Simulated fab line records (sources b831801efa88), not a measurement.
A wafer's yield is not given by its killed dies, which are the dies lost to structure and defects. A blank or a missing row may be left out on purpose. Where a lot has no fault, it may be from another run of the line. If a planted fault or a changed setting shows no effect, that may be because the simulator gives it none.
Chamber matching    flow gf180mcu    GF_V4_ETCH_16 on rie diel-02 has 4 sister chambers
The step etches BARC in N2/H2. 22 wafers are shown with their chamber, then 11 later ones without.

## EACH WAFER AND ITS CHAMBER
wafer   chamber  drypump motor current A (A)  rf fwd power W (W)  throttle valve pct (%)
L075.2  3        5.2                          491.9               13.221
L075.5  1        5.6                          495.6               13.228
L075.6  2        5.9                          497.4               13.233
L076.2  0        5.7                          492.5               13.227
L076.3  1        5.6                          496.2               13.220
L076.4  3        5.2                          495.1               13.233
L079.2  3        5.2                          495.0               13.227
L079.5  1        5.5                          493.6               13.225
L079.6  2        5.9                          496.5               13.229
L080.1  2        5.9                          494.6               13.218
L080.4  0        5.7                          492.4               13.219
L080.6  2        5.9                          495.5               13.237
L084.4  3        5.2                          493.8               13.243
L084.5  0        5.7                          489.8               13.215
L084.6  1        5.6                          498.9               13.210
L087.1  0        5.7                          491.5               13.235
L087.4  2        5.9                          493.4               13.233
L087.5  0        5.7                          491.3               13.216
L090.1  1        5.5                          495.3               13.225
L090.4  0        5.7                          490.9               13.230
L090.5  1        5.5                          497.5               13.219
L092.4  1        5.5                          495.1               13.223

SIGNATURES, as means of the wafers listed above
reading                  chamber 0  chamber 1  chamber 2  chamber 3  scatter within a chamber
drypump motor current A  5.700      5.543      5.900      5.200      0.0309
rf fwd power W           491.400    496.029    495.480    493.950    1.48
throttle valve pct       13.22367   13.22143   13.23000   13.23100   0.00753
Rule: a wafer lies at a distance from a chamber equal to the root of the sum of squares, over the readings, of (its reading less the chamber's mean, divided by the reading's scatter). If the next closest chamber is less than 2 further off than the closest, the wafer can't be placed; otherwise it belongs to the closest. How the scatter is found: for the shown wafers, subtract from each reading the mean of its chamber, square and add these, divide the total by (wafers less chambers), then take the root.

## WAFERS WITHOUT THEIR CHAMBER
wafer   drypump motor current A (A)  rf fwd power W (W)  throttle valve pct (%)
L092.5  5.5                          494.6               13.226
L092.6  5.5                          495.8               13.213
L093.2  5.2                          494.5               13.215
L093.3  5.6                          495.9               13.220
L093.4  5.2                          492.6               13.231
L094.1  5.6                          497.3               13.211
L094.2  5.7                          490.9               13.217
L094.3  5.2                          496.8               13.226
L096.1  5.7                          491.6               13.224
L096.2  5.6                          494.0               13.235
L096.5  5.2                          493.9               13.226

## WHICH CHAMBER EACH ONE RAN IN
wafer   from the rows above      in truth
L092.5  1                        1
L092.6  1                        1
L093.2  3                        3
L093.3  1                        1
L093.4  3                        3
L094.1  1                        1
L094.2  0                        0
L094.3  3                        3
L096.1  0                        0
L096.2  can't be placed: 1 or 0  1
L096.5  3                        3
10 of 11 placed correctly. Unplaceable from these rows: 1, with the true chamber sitting among the candidates in 1. 0 placed wrongly.
